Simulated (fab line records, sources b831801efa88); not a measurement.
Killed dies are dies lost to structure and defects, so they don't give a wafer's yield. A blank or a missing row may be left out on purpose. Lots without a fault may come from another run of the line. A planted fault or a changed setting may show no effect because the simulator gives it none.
Chamber matching | flow gf180mcu | GF_V1_CMP_04 on cmp-02: 4 sister chambers
The step polishes SiO2. 8 wafers are shown with their chamber, then 7 later ones without.

WAFERS WITH THEIR CHAMBER
wafer  | chamber | time_to_endpoint_s (s) | motor_current_A (A)
L423.6 | 0       | 85                     | 11.9
L424.1 | 3       | 85                     | 11.7
L424.4 | 0       | 81                     | 12.9
L431.2 | 2       | 77                     | 11.7
L439.2 | 3       | 89                     | 12.0
L439.5 | 1       | 85                     | 12.4
L440.2 | 2       | 73                     | 11.4
L440.3 | 1       | 78                     | 12.1

WAFERS WITHOUT THEIR CHAMBER
wafer  | time_to_endpoint_s (s) | motor_current_A (A)
L440.4 | 87                     | 13.1
L442.3 | 77                     | 12.2
L442.5 | 81                     | 11.6
L442.6 | 101                    | 11.6
L444.2 | 70                     | 12.5
L444.4 | 90                     | 12.8
L444.6 | 79                     | 11.6

WHICH CHAMBER EACH WENT THROUGH
wafer  | from the rows above               | in truth
L440.4 | can't be placed: 0 or 1 or 3      | 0
L442.3 | can't be placed: 1 or 2 or 0 or 3 | 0
L442.5 | can't be placed: 1 or 2 or 3 or 0 | 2
L442.6 | can't be placed: 3 or 0 or 1      | 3
L444.2 | can't be placed: 2 or 1 or 0      | 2
L444.4 | can't be placed: 0 or 3 or 1      | 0
L444.6 | can't be placed: 2 or 1 or 0 or 3 | 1
Placed correctly: 0 of 7. Can't be placed from these rows: 7 (the true chamber is among the candidates in 7). Placed wrongly: 0.
How it was worked out, from the rows above alone: a wafer's distance from a chamber is the root of the sum, over the readings, of the square of ((its reading less the chamber's mean) divided by the reading's scatter). The wafer belongs to the nearest chamber; if the next one is less than 2 further off, it can't be placed. A chamber's mean is the mean of its shown wafers. The scatter: the root of (the sum of the squares of (reading less its chamber's mean) over the shown wafers, divided by (wafers less chambers)).
